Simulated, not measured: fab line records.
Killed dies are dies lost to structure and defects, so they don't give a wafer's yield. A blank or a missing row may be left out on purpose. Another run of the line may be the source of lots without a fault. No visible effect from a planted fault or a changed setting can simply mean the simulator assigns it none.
What tool caused it? / flow gf180mcu / 12 lots, 36 wafers sampled, at 1 step of a route of 602

## WHAT THE GAUGES SHOWED, per wafer
GF_HV_LDD_TW_MEAS_11.
lot=L075; measured=day 10 11:55; on=film metro-02; HV_LDD_TW=2428 2426 2433
lot=L077; measured=day 11 04:59; on=film metro-01; HV_LDD_TW=2413 2417 2410
lot=L079; measured=day 11 21:58; on=film metro-03; HV_LDD_TW=2428 2405 2432
lot=L081; measured=day 12 07:10; on=film metro-01; HV_LDD_TW=2428 2443 2436
lot=L083; measured=day 12 23:39; on=film metro-03; HV_LDD_TW=2392 2374 2392
lot=L085; measured=day 13 11:26; on=film metro-03; HV_LDD_TW=2407 2396 2413
lot=L087; measured=day 13 22:28; on=film metro-02; HV_LDD_TW=2431 2437 2445
lot=L089; measured=day 14 17:28; on=film metro-02; HV_LDD_TW=2423 2434 2435
lot=L091; measured=day 15 08:07; on=film metro-02; HV_LDD_TW=2453 2440 2444
lot=L093; measured=day 16 01:40; on=film metro-03; HV_LDD_TW=2380 2383 2395
lot=L095; measured=day 16 13:01; on=film metro-01; HV_LDD_TW=2416 2419 2410
lot=L097; measured=day 17 07:14; on=film metro-03; HV_LDD_TW=2391 2393 2388

## EACH LOT AND THE TOOL THAT RAN IT (in order: tool; ch and the chambers of the sampled wafers; start)
Before these readings, the record contains no process step.

## THE ANSWER, worked out from the rows above alone
Rule: what is usual is taken from the lots themselves. The widest of any qualifying gaps counts: lots, ordered by their means at a reading, are off when they make up no more than a third of the lots, leave a main group of 4 or more, and stand apart from it by 3 or more times the standard deviation of that group's means. A main group whose means are all the same, to the digits that the tables above print for the reading, isn't used. Also off: a lot with no number at a reading for which 4 or more lots have one. Any other lot the step has rows for is counted as sound.
Nothing can be told from this: no lot is off at any reading shown.

## WHAT THE SIMULATOR PUT IN
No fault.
